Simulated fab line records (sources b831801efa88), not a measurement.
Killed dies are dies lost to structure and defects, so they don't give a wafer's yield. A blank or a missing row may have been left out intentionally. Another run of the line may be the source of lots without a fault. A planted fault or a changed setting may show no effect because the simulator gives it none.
Which of the tools did it? || flow sfq-line || 14 lots, 42 wafers sampled, at 3 steps of a route of 325

== WHAT EACH GAUGE READ, for each wafer ==
The record lacks any reading of a measuring or inspecting step that a usual standard deviation could be used to judge.

== TOOL THAT RAN EACH LOT (tool first, then ch and the chambers of the sampled wafers, then the start) ==
{"lot": "L191", "SFQ_TRILAYER_I6_CMP_CMP_166": "cmp-02 ch 0,1, day 72 13:33", "SFQ_TRILAYER_I6_METRO_MEASURE_167": "film-metro-03, day 72 16:46", "SFQ_TRILAYER_I6_VIA_ETCH_VIA_ETCH_172": "rie-diel-03 ch 0,1,3, day 77 07:26"}
{"lot": "L195", "SFQ_TRILAYER_I6_CMP_CMP_166": "cmp-02 ch 1,2,3, day 75 14:46", "SFQ_TRILAYER_I6_METRO_MEASURE_167": "film-metro-01, day 75 17:17", "SFQ_TRILAYER_I6_VIA_ETCH_VIA_ETCH_172": "rie-diel-02 ch 1,2,3, day 80 05:20"}
{"lot": "L196", "SFQ_TRILAYER_I6_CMP_CMP_166": "cmp-02 ch 0,1,3, day 75 21:24", "SFQ_TRILAYER_I6_METRO_MEASURE_167": "film-metro-02, day 76 00:31", "SFQ_TRILAYER_I6_VIA_ETCH_VIA_ETCH_172": "rie-diel-01 ch 1,2,3, day 80 08:56"}
{"lot": "L198", "SFQ_TRILAYER_I6_CMP_CMP_166": "cmp-01 ch 0,3, day 77 13:41", "SFQ_TRILAYER_I6_METRO_MEASURE_167": "film-metro-01, day 77 16:18", "SFQ_TRILAYER_I6_VIA_ETCH_VIA_ETCH_172": "rie-diel-01 ch 0,1,2, day 81 13:44"}
{"lot": "L201", "SFQ_TRILAYER_I6_CMP_CMP_166": "cmp-02 ch 1,3, day 77 20:43", "SFQ_TRILAYER_I6_METRO_MEASURE_167": "film-metro-02, day 77 23:44", "SFQ_TRILAYER_I6_VIA_ETCH_VIA_ETCH_172": "rie-diel-03 ch 0,1, day 81 18:32"}
{"lot": "L205", "SFQ_TRILAYER_I6_CMP_CMP_166": "cmp-02 ch 1,2,3, day 78 03:13", "SFQ_TRILAYER_I6_METRO_MEASURE_167": "film-metro-01, day 78 05:20", "SFQ_TRILAYER_I6_VIA_ETCH_VIA_ETCH_172": "rie-diel-03 ch 0,1, day 82 00:32"}
{"lot": "L206", "SFQ_TRILAYER_I6_CMP_CMP_166": "cmp-01 ch 0,1, day 79 19:32", "SFQ_TRILAYER_I6_METRO_MEASURE_167": "film-metro-03, day 79 22:10", "SFQ_TRILAYER_I6_VIA_ETCH_VIA_ETCH_172": "rie-diel-01 ch 0,2,3, day 83 14:56"}
{"lot": "L207", "SFQ_TRILAYER_I6_CMP_CMP_166": "cmp-02 ch 0,1,3, day 79 20:14", "SFQ_TRILAYER_I6_METRO_MEASURE_167": "film-metro-01, day 79 23:46", "SFQ_TRILAYER_I6_VIA_ETCH_VIA_ETCH_172": "rie-diel-03 ch 1,2,3, day 83 16:08"}
{"lot": "L208", "SFQ_TRILAYER_I6_CMP_CMP_166": "cmp-01 ch 0,1,3, day 80 01:02", "SFQ_TRILAYER_I6_METRO_MEASURE_167": "film-metro-01, day 80 04:22", "SFQ_TRILAYER_I6_VIA_ETCH_VIA_ETCH_172": "rie-diel-03 ch 0,3, day 83 20:56"}
{"lot": "L209", "SFQ_TRILAYER_I6_CMP_CMP_166": "cmp-02 ch 1,2, day 80 02:50", "SFQ_TRILAYER_I6_METRO_MEASURE_167": "film-metro-03, day 80 06:34", "SFQ_TRILAYER_I6_VIA_ETCH_VIA_ETCH_172": "rie-diel-02 ch 0,1,2, day 83 22:08"}
{"lot": "L211", "SFQ_TRILAYER_I6_CMP_CMP_166": "cmp-02 ch 1,2,3, day 80 06:50", "SFQ_TRILAYER_I6_METRO_MEASURE_167": "film-metro-01, day 80 08:58", "SFQ_TRILAYER_I6_VIA_ETCH_VIA_ETCH_172": "rie-diel-03 ch 2,3, day 84 00:32"}
{"lot": "L212", "SFQ_TRILAYER_I6_CMP_CMP_166": "cmp-02 ch 0,1,2, day 80 10:20", "SFQ_TRILAYER_I6_METRO_MEASURE_167": "film-metro-03, day 80 11:58", "SFQ_TRILAYER_I6_VIA_ETCH_VIA_ETCH_172": "rie-diel-02 ch 0,1,3, day 84 02:56"}
{"lot": "L213", "SFQ_TRILAYER_I6_CMP_CMP_166": "cmp-02 ch 0,1, day 80 11:50", "SFQ_TRILAYER_I6_METRO_MEASURE_167": "film-metro-01, day 80 15:10", "SFQ_TRILAYER_I6_VIA_ETCH_VIA_ETCH_172": "rie-diel-01 ch 1,2, day 84 05:20"}
{"lot": "L214", "SFQ_TRILAYER_I6_CMP_CMP_166": "cmp-01 ch 0,2, day 80 13:16", "SFQ_TRILAYER_I6_METRO_MEASURE_167": "film-metro-03, day 80 16:35", "SFQ_TRILAYER_I6_VIA_ETCH_VIA_ETCH_172": "rie-diel-03 ch 0,2, day 84 06:32"}
- SFQ_TRILAYER_I6_CMP_CMP_166: polishes SiO2.
- SFQ_TRILAYER_I6_METRO_MEASURE_167
- SFQ_TRILAYER_I6_VIA_ETCH_VIA_ETCH_172: etches SiO2 in CHF3, stops on Nb, target depth 260 nm.

== WHAT THE TOOLS THEMSELVES READ (means of the sampled wafers that have a number; where no wafer has one, the mark that the record gives instead) ==
SFQ_TRILAYER_I6_CMP_CMP_166. Usual: edge-zone-pressure-frac 0.999, standard deviation 0.0048; head-pressure-psi 3.000 psi, standard deviation 0.0061; motor-current-A 9.8 A, standard deviation 0.82; time-to-endpoint-s 211 s, standard deviation 5.9.
{"lot": "L191", "tool": "cmp-02", "edge-zone-pressure-frac": 1.000, "head-pressure-psi (psi)": 3.004, "motor-current-A (A)": 10.5, "time-to-endpoint-s (s)": 209, "flag": ""}
{"lot": "L195", "tool": "cmp-02", "edge-zone-pressure-frac": "-", "head-pressure-psi (psi)": "-", "motor-current-A (A)": "-", "time-to-endpoint-s (s)": "-", "flag": "OFF"}
{"lot": "L196", "tool": "cmp-02", "edge-zone-pressure-frac": "-", "head-pressure-psi (psi)": "-", "motor-current-A (A)": "-", "time-to-endpoint-s (s)": "-", "flag": "OFF"}
{"lot": "L198", "tool": "cmp-01", "edge-zone-pressure-frac": 1.007, "head-pressure-psi (psi)": 3.001, "motor-current-A (A)": 9.5, "time-to-endpoint-s (s)": 207, "flag": ""}
{"lot": "L201", "tool": "cmp-02", "edge-zone-pressure-frac": 0.998, "head-pressure-psi (psi)": 3.002, "motor-current-A (A)": 10.6, "time-to-endpoint-s (s)": 220, "flag": ""}
{"lot": "L205", "tool": "cmp-02", "edge-zone-pressure-frac": 1.002, "head-pressure-psi (psi)": 2.998, "motor-current-A (A)": 10.6, "time-to-endpoint-s (s)": 221, "flag": ""}
{"lot": "L206", "tool": "cmp-01", "edge-zone-pressure-frac": 1.000, "head-pressure-psi (psi)": 3.000, "motor-current-A (A)": 8.4, "time-to-endpoint-s (s)": 205, "flag": ""}
{"lot": "L207", "tool": "cmp-02", "edge-zone-pressure-frac": 1.000, "head-pressure-psi (psi)": 2.999, "motor-current-A (A)": 10.4, "time-to-endpoint-s (s)": 211, "flag": ""}
{"lot": "L208", "tool": "cmp-01", "edge-zone-pressure-frac": 0.997, "head-pressure-psi (psi)": 2.998, "motor-current-A (A)": 9.2, "time-to-endpoint-s (s)": 208, "flag": ""}
{"lot": "L209", "tool": "cmp-02", "edge-zone-pressure-frac": 1.002, "head-pressure-psi (psi)": 2.996, "motor-current-A (A)": 10.1, "time-to-endpoint-s (s)": 210, "flag": ""}
{"lot": "L211", "tool": "cmp-02", "edge-zone-pressure-frac": 1.001, "head-pressure-psi (psi)": 3.001, "motor-current-A (A)": 10.4, "time-to-endpoint-s (s)": 213, "flag": ""}
{"lot": "L212", "tool": "cmp-02", "edge-zone-pressure-frac": 0.999, "head-pressure-psi (psi)": 2.997, "motor-current-A (A)": 9.9, "time-to-endpoint-s (s)": 208, "flag": ""}
{"lot": "L213", "tool": "cmp-02", "edge-zone-pressure-frac": 0.998, "head-pressure-psi (psi)": 3.008, "motor-current-A (A)": 9.9, "time-to-endpoint-s (s)": 214, "flag": ""}
{"lot": "L214", "tool": "cmp-01", "edge-zone-pressure-frac": 0.997, "head-pressure-psi (psi)": 3.005, "motor-current-A (A)": 9.2, "time-to-endpoint-s (s)": 221, "flag": ""}

SFQ_TRILAYER_I6_METRO_MEASURE_167. Usual: thk-nm reads 199.5 nm (standard deviation 1).
{"lot": "L191", "tool": "film-metro-03", "thk-nm (nm)": 198.3, "flag": ""}
{"lot": "L195", "tool": "film-metro-01", "thk-nm (nm)": 494.9, "flag": "OFF"}
{"lot": "L196", "tool": "film-metro-02", "thk-nm (nm)": 494.0, "flag": "OFF"}
{"lot": "L198", "tool": "film-metro-01", "thk-nm (nm)": 199.1, "flag": ""}
{"lot": "L201", "tool": "film-metro-02", "thk-nm (nm)": 198.3, "flag": ""}
{"lot": "L205", "tool": "film-metro-01", "thk-nm (nm)": 199.4, "flag": ""}
{"lot": "L206", "tool": "film-metro-03", "thk-nm (nm)": 198.8, "flag": ""}
{"lot": "L207", "tool": "film-metro-01", "thk-nm (nm)": 198.1, "flag": ""}
{"lot": "L208", "tool": "film-metro-01", "thk-nm (nm)": 200.0, "flag": ""}
{"lot": "L209", "tool": "film-metro-03", "thk-nm (nm)": 199.0, "flag": ""}
{"lot": "L211", "tool": "film-metro-01", "thk-nm (nm)": 200.1, "flag": ""}
{"lot": "L212", "tool": "film-metro-03", "thk-nm (nm)": 198.2, "flag": ""}
{"lot": "L213", "tool": "film-metro-01", "thk-nm (nm)": 200.3, "flag": ""}
{"lot": "L214", "tool": "film-metro-03", "thk-nm (nm)": 201.5, "flag": ""}

SFQ_TRILAYER_I6_VIA_ETCH_VIA_ETCH_172. Usual: drypump-motor-current-A 5.7 A, standard deviation 0.4; oes-product-au 0.853 a.u., standard deviation 0.0057.
{"lot": "L191", "tool": "rie-diel-03", "drypump-motor-current-A (A)": 5.6, "oes-product-au (a.u.)": 0.849, "flag": ""}
{"lot": "L195", "tool": "rie-diel-02", "drypump-motor-current-A (A)": 5.8, "oes-product-au (a.u.)": 1.611, "flag": "OFF"}
{"lot": "L196", "tool": "rie-diel-01", "drypump-motor-current-A (A)": 5.4, "oes-product-au (a.u.)": 1.619, "flag": "OFF"}
{"lot": "L198", "tool": "rie-diel-01", "drypump-motor-current-A (A)": 5.7, "oes-product-au (a.u.)": 0.854, "flag": ""}
{"lot": "L201", "tool": "rie-diel-03", "drypump-motor-current-A (A)": 5.6, "oes-product-au (a.u.)": 0.847, "flag": ""}
{"lot": "L205", "tool": "rie-diel-03", "drypump-motor-current-A (A)": 5.6, "oes-product-au (a.u.)": 0.854, "flag": ""}
{"lot": "L206", "tool": "rie-diel-01", "drypump-motor-current-A (A)": 5.7, "oes-product-au (a.u.)": 0.853, "flag": ""}
{"lot": "L207", "tool": "rie-diel-03", "drypump-motor-current-A (A)": 5.3, "oes-product-au (a.u.)": 0.845, "flag": ""}
{"lot": "L208", "tool": "rie-diel-03", "drypump-motor-current-A (A)": 5.7, "oes-product-au (a.u.)": 0.854, "flag": ""}
{"lot": "L209", "tool": "rie-diel-02", "drypump-motor-current-A (A)": 5.7, "oes-product-au (a.u.)": 0.855, "flag": ""}
{"lot": "L211", "tool": "rie-diel-03", "drypump-motor-current-A (A)": 5.4, "oes-product-au (a.u.)": 0.854, "flag": ""}
{"lot": "L212", "tool": "rie-diel-02", "drypump-motor-current-A (A)": 5.7, "oes-product-au (a.u.)": 0.852, "flag": ""}
{"lot": "L213", "tool": "rie-diel-01", "drypump-motor-current-A (A)": 5.5, "oes-product-au (a.u.)": 0.855, "flag": ""}
{"lot": "L214", "tool": "rie-diel-03", "drypump-motor-current-A (A)": 5.3, "oes-product-au (a.u.)": 0.858, "flag": ""}

== THE ANSWER, worked out from the rows above alone ==
Rule: a lot counts as off when the mean over its wafers that have a number is more than 3 standard deviations away from the usual mean. A lot without any number at a reading at which 4 lots or more have one is off too. Where the step has rows for the other lots, those lots are counted as sound. Order of review: gauges by route order, followed by the tools' own readings, for which a lot's mean as printed above is used. At the first step where some lot is off, the reading lying furthest off is the one used; lots without a number count as furthest.
Off: L195, L196, at SFQ_TRILAYER_I6_CMP_CMP_166 (edge-zone-pressure-frac). Without a number there: L195, L196.
A tool fits if, at that step or a process step before it, it ran every lot that is off, and no sound lot after the first of them. Of those tried, none fits.

== WHAT HAD BEEN PUT IN BY THE SIMULATOR ==
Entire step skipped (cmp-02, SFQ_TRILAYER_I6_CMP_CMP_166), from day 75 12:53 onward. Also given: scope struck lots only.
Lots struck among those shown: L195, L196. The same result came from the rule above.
